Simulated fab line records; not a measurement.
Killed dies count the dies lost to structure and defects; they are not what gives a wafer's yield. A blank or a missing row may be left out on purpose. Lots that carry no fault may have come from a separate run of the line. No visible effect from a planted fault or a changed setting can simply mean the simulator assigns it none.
Matching of chambers	flow sky130	rie_diel-01 running SKY_PAD_OPEN_ETCH_07: 4 sister chambers
The step etches the open film in CF4/O2, stops on AlCu, target depth 725 nm, time 161.1 s. 4 wafers are shown with their chamber, then 8 later ones without.

EACH WAFER AND ITS CHAMBER
wafer	chamber	oes_product_au (a.u.)
L088.2	1	0.975
L088.5	3	0.978
L088.6	0	0.981
L090.3	2	0.976

WAFERS MISSING THEIR CHAMBER
wafer	oes_product_au (a.u.)
L090.4	0.977
L090.5	0.970
L095.2	0.970
L095.3	0.979
L095.5	0.977
L097.1	0.969
L097.4	0.975
L097.5	0.973

CHAMBER TAKEN BY EACH
wafer	from the rows above	in truth
L090.4	can't be placed: 2 or 3 or 1 or 0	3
L090.5	can't be placed: 1 or 2 or 3 or 0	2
L095.2	can't be placed: 1 or 2 or 3 or 0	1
L095.3	can't be placed: 3 or 0 or 2 or 1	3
L095.5	can't be placed: 2 or 3 or 1 or 0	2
L097.1	can't be placed: 1 or 2 or 3 or 0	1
L097.4	can't be placed: 1 or 2 or 3 or 0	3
L097.5	can't be placed: 1 or 2 or 3 or 0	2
0 of 8 placed correctly. Not placeable from these rows: 8 (in 8, the candidates include the true chamber). Placed wrongly: 0.
How it was worked out, from the rows above alone: a wafer's distance from a chamber is the root of the sum, over the readings, of the square of ((its reading less the chamber's mean) divided by the reading's scatter). If the next closest chamber is less than 2 further off than the closest, the wafer can't be placed; otherwise it belongs to the closest. A chamber's mean is the mean of its shown wafers. The scatter: root of mean squared gap, hidden wafer to nearest shown wafer, with one shown wafer a chamber.
